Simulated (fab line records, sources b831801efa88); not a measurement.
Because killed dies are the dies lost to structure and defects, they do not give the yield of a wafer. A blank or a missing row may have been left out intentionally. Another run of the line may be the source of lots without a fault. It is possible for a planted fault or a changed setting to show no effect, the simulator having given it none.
Which of the tools did it? + flow sky130 + 13 lots, 36 wafers sampled, at 5 steps of a route of 708

WHAT THE GAUGES READ, wafer by wafer
SKY_LDD_N_OVL_MEAS_07. Usual: LDD_N_OVL typically reads -0.8 nm, with standard deviation 1.6.
| lot  | measured     | on         | LDD_N_OVL (nm) | flag |
|------|--------------|------------|----------------|------|
| L191 | day 17 15:02 | overlay-01 | -2.5 -1.3 -1.9 |      |
| L192 | day 17 20:23 | overlay-01 | -0.6 -1.4 -0.2 |      |
| L195 | day 20 09:30 | overlay-01 | -0.6 -0.7 -2.9 |      |
| L197 | day 20 13:01 | overlay-02 | 0.7 1.6 0.7    |      |
| L198 | day 20 13:29 | overlay-01 | -2.4 -2.6 -1.5 |      |
| L199 | day 20 21:26 | overlay-02 | 2.3 3.2 2.5    |      |
| L200 | day 21 02:45 | overlay-02 | -1.1 -1.9 -2.1 |      |
| L201 | day 21 20:47 | overlay-01 | -1.6 -1.2      |      |
| L202 | day 21 21:52 | overlay-02 | 1.2 1.4        |      |
| L203 | day 22 03:14 | overlay-01 | -0.5 -0.5      |      |
| L210 | day 24 15:21 | overlay-02 | -1.0 1.7 0.3   |      |
| L212 | day 25 02:04 | overlay-01 | -2.6 -3.4 -2.4 |      |
| L214 | day 25 17:47 | overlay-02 | 1.1 0.0 -0.1   |      |

SKY_LDD_P_TW_MEAS_11. Usual: LDD_P_TW typically reads 631, with standard deviation 4.7.
| lot  | measured     | on            | LDD_P_TW    | flag |
|------|--------------|---------------|-------------|------|
| L191 | day 18 23:08 | film metro-03 | 636 636 636 |      |
| L192 | day 19 04:06 | film metro-03 | 634 637 633 |      |
| L195 | day 21 17:43 | film metro-03 | 635 634 632 |      |
| L197 | day 21 21:32 | film metro-02 | 626 627 629 |      |
| L198 | day 21 22:56 | film metro-02 | 629 623 627 |      |
| L199 | day 22 05:32 | film metro-02 | 622 625 629 |      |
| L200 | day 22 11:31 | film metro-02 | 625 627 626 |      |
| L201 | day 23 05:12 | film metro-02 | 592 624     | OFF  |
| L202 | day 23 06:05 | film metro-04 | 602 598     | OFF  |
| L203 | day 23 11:32 | film metro-04 | 599 633     | OFF  |
| L210 | day 25 22:04 | film metro-03 | 633 628 634 |      |
| L212 | day 26 08:17 | film metro-04 | 636 635 639 |      |
| L214 | day 26 23:44 | film metro-03 | 632 631 638 |      |

SKY_LDD_HVN_TW_MEAS_10. Usual: LDD_HVN_TW typically reads 1429, with standard deviation 9.2.
| lot  | measured     | on            | LDD_HVN_TW     | flag |
|------|--------------|---------------|----------------|------|
| L191 | day 20 05:44 | film metro-04 | 1435 1440 1435 |      |
| L192 | day 20 10:26 | film metro-01 | 1425 1411 1422 |      |
| L195 | day 22 23:58 | film metro-03 | 1429 1431 1421 |      |
| L197 | day 23 04:35 | film metro-01 | 1399 1411 1416 |      |
| L198 | day 23 05:49 | film metro-01 | 1410 1409 1416 |      |
| L199 | day 23 11:25 | film metro-01 | 1422 1414 1417 |      |
| L200 | day 23 16:59 | film metro-03 | 1421 1424 1425 |      |
| L201 | day 24 10:38 | film metro-04 | 1434 1435      |      |
| L202 | day 24 11:32 | film metro-04 | 1430 1440      |      |
| L203 | day 24 17:05 | film metro-04 | 1435 1443      |      |
| L210 | day 27 03:03 | film metro-04 | 1442 1444 1439 |      |
| L212 | day 27 13:02 | film metro-03 | 1429 1425 1431 |      |
| L214 | day 28 04:19 | film metro-03 | 1432 1441 1436 |      |

WHAT TOOL EACH LOT RAN ON (gives the tool, then ch and the chambers of the sampled wafers, and finally the start)
| lot  | SKY_POLY_GATE_ETCH_16              | SKY_LDD_P_IMPLANT_09            |
|------|------------------------------------|---------------------------------|
| L191 | rie diel-03 ch 1,2,3, day 16 08:26 | implanter-03 ch 0, day 18 22:53 |
| L192 | rie diel-03 ch 0,3, day 16 12:26   | implanter-04 ch 0, day 19 03:53 |
| L195 | rie diel-04 ch 0,1,2, day 19 00:55 | implanter-02 ch 0, day 21 17:29 |
| L197 | rie diel-04 ch 0,1,3, day 19 04:20 | implanter-02 ch 0, day 21 21:17 |
| L198 | rie diel-03 ch 0,2, day 19 04:52   | implanter-04 ch 0, day 21 22:41 |
| L199 | rie diel-02 ch 1,3, day 19 12:20   | implanter-04 ch 0, day 22 05:17 |
| L200 | rie diel-02 ch 2,3, day 19 17:08   | implanter-04 ch 0, day 22 11:18 |
| L201 | rie diel-04 ch 0,1, day 20 11:43   | implanter-04 ch 0, day 23 04:57 |
| L202 | rie diel-02 ch 0,3, day 20 12:59   | implanter-04 ch 0, day 23 05:50 |
| L203 | rie diel-02 ch 1,2, day 20 18:29   | implanter-04 ch 0, day 23 11:17 |
| L210 | rie diel-02 ch 0,1,2, day 23 08:41 | implanter-02 ch 0, day 25 21:51 |
| L212 | rie diel-04 ch 1,2,3, day 23 18:44 | implanter-02 ch 0, day 26 08:02 |
| L214 | rie diel-02 ch 0,3, day 24 11:23   | implanter-03 ch 0, day 26 23:29 |
- SKY_POLY_GATE_ETCH_16: etches Si3N4 in CH3F/O2, stops on poly-Si, time 147.5 s, target depth 75 nm.
- SKY_LDD_P_IMPLANT_09

WHAT THE TOOLS THEMSELVES READ (means of the sampled wafers that have a number; where no wafer has one, the mark that the record gives instead)
SKY_POLY_GATE_ETCH_16. Usual: drypump motor current A 5.6 A, standard deviation 0.51; oes product au 0.642 a.u., standard deviation 0.0051; throttle valve pct 10.535 %, standard deviation 0.0084.
| lot  | tool        | drypump motor current A (A) | oes product au (a.u.) | throttle valve pct (%) | flag |
|------|-------------|-----------------------------|-----------------------|------------------------|------|
| L191 | rie diel-03 | 5.5                         | 0.641                 | 10.532                 |      |
| L192 | rie diel-03 | 5.3                         | 0.642                 | 10.541                 |      |
| L195 | rie diel-04 | 6.2                         | 0.645                 | 10.531                 |      |
| L197 | rie diel-04 | 6.0                         | 0.636                 | 10.542                 |      |
| L198 | rie diel-03 | 4.9                         | 0.639                 | 10.537                 |      |
| L199 | rie diel-02 | 5.4                         | 0.643                 | 10.534                 |      |
| L200 | rie diel-02 | 5.4                         | 0.645                 | 10.534                 |      |
| L201 | rie diel-04 | 6.2                         | 0.639                 | 10.527                 |      |
| L202 | rie diel-02 | 5.7                         | 0.638                 | 10.527                 |      |
| L203 | rie diel-02 | 5.2                         | 0.641                 | 10.541                 |      |
| L210 | rie diel-02 | 5.4                         | 0.642                 | 10.538                 |      |
| L212 | rie diel-04 | 6.0                         | 0.641                 | 10.534                 |      |
| L214 | rie diel-02 | 5.7                         | 0.647                 | 10.532                 |      |

SKY_LDD_P_IMPLANT_09. Usual: beam on s 10.01 s, standard deviation 0.2; faraday current uA 56.3, standard deviation 1.1.
| lot  | tool         | beam on s (s) | faraday current uA | flag |
|------|--------------|---------------|--------------------|------|
| L191 | implanter-03 | 9.81          | 57.4               |      |
| L192 | implanter-04 | 10.18         | 55.5               |      |
| L195 | implanter-02 | 9.95          | 56.6               |      |
| L197 | implanter-02 | 10.17         | 55.3               |      |
| L198 | implanter-04 | 9.89          | 57.0               |      |
| L199 | implanter-04 | 9.85          | 57.2               |      |
| L200 | implanter-04 | 10.17         | 55.3               |      |
| L201 | implanter-04 | 9.21          | 61.9               | OFF  |
| L202 | implanter-04 | 8.15          | 69.0               | OFF  |
| L203 | implanter-04 | 9.25          | 61.4               | OFF  |
| L210 | implanter-02 | 9.90          | 57.1               |      |
| L212 | implanter-02 | 10.19         | 55.3               |      |
| L214 | implanter-03 | 10.09         | 55.9               |      |

THE ANSWER, worked out from the rows above alone
Rule: take the mean of a lot's wafers that have a number; if it is more than 3 standard deviations from the usual mean, the lot is off. A lot without any number at a reading at which 4 lots or more have one is off too. Where the step has rows for the other lots, those lots are counted as sound. First the gauges in route order, then the tools' own readings, where a lot's mean is used as printed above. The first step at which some lot is off is used, and at that step the reading that is off furthest; a lot without a number counts as furthest.
Off: at SKY_LDD_P_TW_MEAS_11 (LDD_P_TW), L201, L202, L203.
If a tool, at a process step before that reading, ran all the lots that are off and no sound lot after the first of them, it fits. The gauges at SKY_LDD_P_TW_MEAS_11 aren't tried: what is off there is off at SKY_LDD_P_IMPLANT_09 too, on other tools, and a gauge's error can't cause that. One candidate fits, namely implanter-04 at SKY_LDD_P_IMPLANT_09. A fault onset in the window from L200 (day 22 11:18, its last sound lot) to L201 (day 23 04:57, its first lot off) fits.
The tool's own readings at SKY_LDD_P_IMPLANT_09 bear it out: on the lots that are off they differ by more than 5 times the standard deviation of the sound lots' means. beam on s reads 8.87 s there against 10.02 s on the sound lots; faraday current uA reads 64.1 there against 56.3 on the sound lots.

WHAT THE SIMULATOR HAD PUT IN
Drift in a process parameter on implanter-04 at SKY_LDD_P_IMPLANT_09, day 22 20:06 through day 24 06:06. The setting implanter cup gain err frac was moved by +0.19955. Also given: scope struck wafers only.
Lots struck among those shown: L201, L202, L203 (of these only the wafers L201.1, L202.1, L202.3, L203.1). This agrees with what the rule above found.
